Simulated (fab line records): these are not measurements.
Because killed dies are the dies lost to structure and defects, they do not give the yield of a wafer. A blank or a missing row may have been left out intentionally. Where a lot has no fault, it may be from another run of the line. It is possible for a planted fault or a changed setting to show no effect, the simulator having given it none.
Matching of chambers ; flow sky130 ; 3 sister chambers for SKY_PASSIVATION_CVD_02 on pecvd-01
The step deposits Si3N4, target thk 540 nm. 16 wafers are shown with their chamber, then 8 later ones without.

== WAFERS WITH THEIR CHAMBER ==
wafer;chamber;heater power w (W)
L074.2;2;835
L074.4;2;852
L074.5;0;634
L076.1;2;852
L076.3;1;726
L076.5;0;615
L077.1;0;684
L077.2;2;725
L077.3;1;679
L077.4;2;757
L077.5;1;659
L077.6;0;553
L080.2;0;612
L080.4;0;664
L080.5;1;735
L082.2;0;626

SIGNATURES (averages over the wafers above)
reading;chamber 0;chamber 1;chamber 2;scatter within a chamber
heater power w;626.86;699.75;804.20;46.9
Rule: for each reading, subtract the chamber's mean from the wafer's reading, divide by that reading's scatter and square the result; add these up over the readings and take the root, which gives the wafer's distance from the chamber. If the next closest chamber is less than 2 further off than the closest, the wafer can't be placed; otherwise it belongs to the closest. The scatter is the square root of a quotient: the sum, over the shown wafers, of each reading's squared deviation from its chamber's mean, divided by wafers minus chambers.

== WAFERS MISSING THEIR CHAMBER ==
wafer;heater power w (W)
L082.4;814
L082.6;705
L089.1;830
L089.2;669
L089.3;666
L095.1;790
L095.4;681
L095.5;722

== EACH ONE'S CHAMBER ==
wafer;from the rows above;in truth
L082.4;2;2
L082.6;can't be placed: 1 or 0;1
L089.1;2;2
L089.2;can't be placed: 1 or 0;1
L089.3;can't be placed: 1 or 0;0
L095.1;can't be placed: 2 or 1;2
L095.4;can't be placed: 1 or 0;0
L095.5;can't be placed: 1 or 2 or 0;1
Placed correctly: 2 of 8. Can't be placed from these rows: 6 (the true chamber is among the candidates in 6). Number placed wrongly: 0.
